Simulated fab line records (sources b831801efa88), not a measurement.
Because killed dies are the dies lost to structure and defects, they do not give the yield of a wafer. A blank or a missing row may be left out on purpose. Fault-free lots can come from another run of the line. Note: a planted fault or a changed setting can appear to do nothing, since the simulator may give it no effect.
Chamber matching    flow sfq_line    rie_diel-01 running SFQ_TRILAYER_I7_VIA_BARC_OPEN_VIA_ETCH_260: 4 sister chambers
The step etches BARC in O2, target depth 125 nm, time 41.7 s. 4 wafers are shown with their chamber, then 8 later ones without.

== WAFERS PAIRED WITH THEIR CHAMBERS ==
wafer   chamber  bias_w (W)
L591.4  1        80.01
L592.2  3        79.90
L592.3  0        79.92
L594.4  2        79.85

== WAFERS WITH NO CHAMBER GIVEN ==
wafer   bias_w (W)
L594.5  79.93
L594.6  79.97
L597.2  79.78
L597.4  79.80
L597.5  79.92
L600.1  80.21
L600.3  80.12
L600.4  80.00

== THE CHAMBER EACH PASSED THROUGH ==
wafer   from the rows above                in truth
L594.5  can't be placed: 0 or 3 or 1 or 2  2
L594.6  can't be placed: 1 or 0 or 3 or 2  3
L597.2  can't be placed: 2 or 3 or 0 or 1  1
L597.4  can't be placed: 2 or 3 or 0 or 1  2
L597.5  can't be placed: 0 or 3 or 2 or 1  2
L600.1  can't be placed: 1 or 0 or 3 or 2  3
L600.3  can't be placed: 1 or 0 or 3 or 2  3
L600.4  can't be placed: 1 or 0 or 3 or 2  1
Correct placement for 0 of the 8. Not placeable from these rows: 8 (in 8, the candidates include the true chamber). Placed wrongly: 0.
How it was worked out, from the rows above alone: a wafer's distance from a chamber is the root of the sum, over the readings, of the square of ((its reading less the chamber's mean) divided by the reading's scatter). If the next closest chamber is less than 2 further off than the closest, the wafer can't be placed; otherwise it belongs to the closest. The mean given for a chamber averages the wafers shown for that chamber. The scatter: with one shown wafer a chamber, the root of the mean of the squares of how far each hidden wafer lies from its nearest shown one.
